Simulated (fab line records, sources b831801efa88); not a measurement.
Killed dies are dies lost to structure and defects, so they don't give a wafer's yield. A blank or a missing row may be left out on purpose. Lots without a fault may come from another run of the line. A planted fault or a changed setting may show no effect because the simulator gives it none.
Chamber matching | flow gf180mcu | GF_V3_CMP_04 on cmp-02: 4 sister chambers
The step polishes SiO2. 8 wafers are shown with their chamber, then 7 later ones without.

WAFERS WITH THEIR CHAMBER
wafer  | chamber | motor_current_A (A) | time_to_endpoint_s (s)
L172.3 | 3       | 12.5                | 75
L173.1 | 3       | 11.7                | 67
L179.4 | 2       | 11.5                | 80
L179.6 | 2       | 10.6                | 79
L181.2 | 0       | 11.8                | 76
L181.6 | 1       | 10.5                | 81
L192.1 | 1       | 11.1                | 70
L192.3 | 0       | 12.3                | 63

WAFERS WITHOUT THEIR CHAMBER
wafer  | motor_current_A (A) | time_to_endpoint_s (s)
L192.5 | 11.1                | 66
L193.1 | 11.3                | 72
L193.2 | 11.9                | 65
L193.6 | 11.9                | 72
L194.1 | 10.8                | 75
L194.2 | 12.1                | 71
L194.3 | 10.9                | 73

WHICH CHAMBER EACH WENT THROUGH
wafer  | from the rows above               | in truth
L192.5 | can't be placed: 1 or 0 or 2 or 3 | 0
L193.1 | can't be placed: 1 or 2 or 0 or 3 | 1
L193.2 | can't be placed: 0 or 3 or 1      | 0
L193.6 | can't be placed: 3 or 0 or 2 or 1 | 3
L194.1 | can't be placed: 1 or 2           | 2
L194.2 | can't be placed: 3 or 0           | 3
L194.3 | can't be placed: 1 or 2 or 0 or 3 | 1
Placed correctly: 0 of 7. Can't be placed from these rows: 7 (the true chamber is among the candidates in 7). Placed wrongly: 0.
How it was worked out, from the rows above alone: a wafer's distance from a chamber is the root of the sum, over the readings, of the square of ((its reading less the chamber's mean) divided by the reading's scatter). The wafer belongs to the nearest chamber; if the next one is less than 2 further off, it can't be placed. A chamber's mean is the mean of its shown wafers. The scatter: the root of (the sum of the squares of (reading less its chamber's mean) over the shown wafers, divided by (wafers less chambers)).
